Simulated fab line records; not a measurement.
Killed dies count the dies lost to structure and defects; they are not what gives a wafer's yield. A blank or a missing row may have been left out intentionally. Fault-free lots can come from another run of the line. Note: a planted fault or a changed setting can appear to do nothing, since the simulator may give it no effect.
Matching of chambers ; flow gf180mcu ; GF_V4_CMP_04 on cmp-02 has 4 sister chambers
The step polishes SiO2. 4 wafers are shown with their chamber, then 9 later ones without.

== WAFERS, EACH WITH ITS CHAMBER ==
wafer;chamber;motor current A (A)
L203.4;3;13.8
L205.2;0;13.6
L205.3;1;10.8
L205.5;2;12.1

== WAFERS WITHOUT THEIR CHAMBER ==
wafer;motor current A (A)
L207.2;12.4
L207.4;11.0
L207.6;12.9
L211.1;10.7
L211.2;14.9
L211.3;13.4
L212.3;13.5
L212.5;11.0
L212.6;13.0

== WHICH CHAMBER EACH ONE RAN IN ==
wafer;from the rows above;in truth
L207.2;can't be placed: 2 or 0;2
L207.4;can't be placed: 1 or 2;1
L207.6;can't be placed: 0 or 2 or 3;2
L211.1;1;1
L211.2;can't be placed: 3 or 0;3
L211.3;can't be placed: 0 or 3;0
L212.3;can't be placed: 0 or 3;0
L212.5;can't be placed: 1 or 2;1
L212.6;can't be placed: 0 or 3 or 2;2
Correctly placed: 1 of 9. Can't be placed from these rows: 8 (the true chamber is among the candidates in 8). Number placed wrongly: 0.
How it was worked out, from the rows above alone: a wafer's distance from a chamber is the root of the sum, over the readings, of the square of ((its reading less the chamber's mean) divided by the reading's scatter). If the next closest chamber is less than 2 further off than the closest, the wafer can't be placed; otherwise it belongs to the closest. The mean given for a chamber averages the wafers shown for that chamber. The scatter (one wafer shown for each chamber): square how far every hidden wafer sits from the nearest shown wafer, average those squares and take the square root.
